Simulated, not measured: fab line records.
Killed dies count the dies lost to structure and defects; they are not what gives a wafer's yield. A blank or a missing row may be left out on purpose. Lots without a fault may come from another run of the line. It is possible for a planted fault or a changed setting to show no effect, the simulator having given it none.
Struck lot and sound lot, side by side | flow sky130 | 14 steps out of a route of 708
Sound: these wafers, L913.2, L913.3, L913.5. Wafers struck: L920.2, L920.4, L920.5. The cause comes at the end.
Each step with rows lists, per side, the tool, then ch with its chambers, then its first start. Under that, the readings that differ: sound wafers | struck wafers | difference of the means | sigmas: that difference in standard deviations of wafers without a fault.
alike: readings with means less than 2 such deviations apart, plus words and numbers identical on both sides. not compared: withheld readings, readings lacking a value on some wafer, bounds such as >300 that could conceal the same value, and numbers that have no deviation in the record and whose values overlap.
The two part at a step that has a row with sigmas, a row that says differs or no value, or rows on one side only. Non-overlapping numbers with no deviation appear without sigmas and do not part them. A reading missing from all wafers of one side parts the sides only when that side holds two or more wafers.

first, 8 steps without rows for these wafers: SKY_VIA1_DEHYDRATE_04 (time 60 s); SKY_VIA1_HMDS_05 (prime time 60 s); SKY_VIA1_COAT_06 (resist thk 60 nm); SKY_VIA1_COAT_07 (resist thk 450 nm); SKY_VIA1_SOFTBAKE_08 (time 90 s); SKY_VIA1_EXPOSE_09 (exposes mask VIM, target cd 150 nm); SKY_VIA1_PEB_10; SKY_VIA1_DEVELOP_11 (develop time 60 s).
SKY_VIA1_CD_MEAS_12: target cd 150 nm.
  sound: cd-sem-02 at day 36 10:08; struck: cd-sem-01 at day 38 08:44
  alike: cd-nm
SKY_VIA1_OVL_MEAS_13:
  sound: overlay-01 at day 36 10:15; struck: overlay-02 at day 38 08:51
  alike: VIA1_OVL
SKY_VIA1_ETCH_14: etches BARC in N2/H2, stops on SiO2, time 45.9 s, target depth 60 nm.
  sound on rie-diel-04 ch 1,2,3, day 36 10:17; struck on rie-diel-01 ch 0,1,2, day 38 08:53
  alike: drypump-motor-current-A, n2-flow-sccm, oes-product-au, rf-fwd-power-W, throttle-valve-pct
  not compared: rf-hours-counter-h
SKY_VIA1_ETCH_15: etches SiO2 in C4F8/O2/Ar, stops on TiN, target depth 351 nm, time 54 s.
  sound on rie-diel-04 ch 1,2,3, day 36 10:19; struck on rie-diel-01 ch 0,1,2, day 38 08:55
  alike: oes-product-au, rf-fwd-power-W
SKY_VIA1_STRIP_16: strips in O2/N2.
  sound on plasma-asher-02 ch 0,1, day 36 10:22; struck on plasma-asher-01 ch 0,1, day 38 08:58
  no value came back on the struck wafers for any of 5 readings (chamber-pressure-mTorr (mTorr), drypump-motor-current-A (A) and others); on the sound wafers chamber-pressure-mTorr (mTorr) reads 1500.5 1500.1 1500.6
  reading                                     | sound | struck            | difference | sigmas
  model.KrF-thick_of_VIA1_COAT_07.thk-nm (nm) | 0 0 0 | 322.7 324.9 323.9 | +323.8     |
  not compared: rf-hours-counter-h
then, 1 step without rows for these wafers: SKY_VIA1_STRIP_17 (strips in post etch residue remover, time 1200 s).

## WHERE THEY PART
Only at SKY_VIA1_STRIP_16, within this record.

WHY: what the simulator had put in
Entire step skipped (plasma-asher-01, SKY_VIA1_STRIP_16), from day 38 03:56 onward. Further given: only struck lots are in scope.
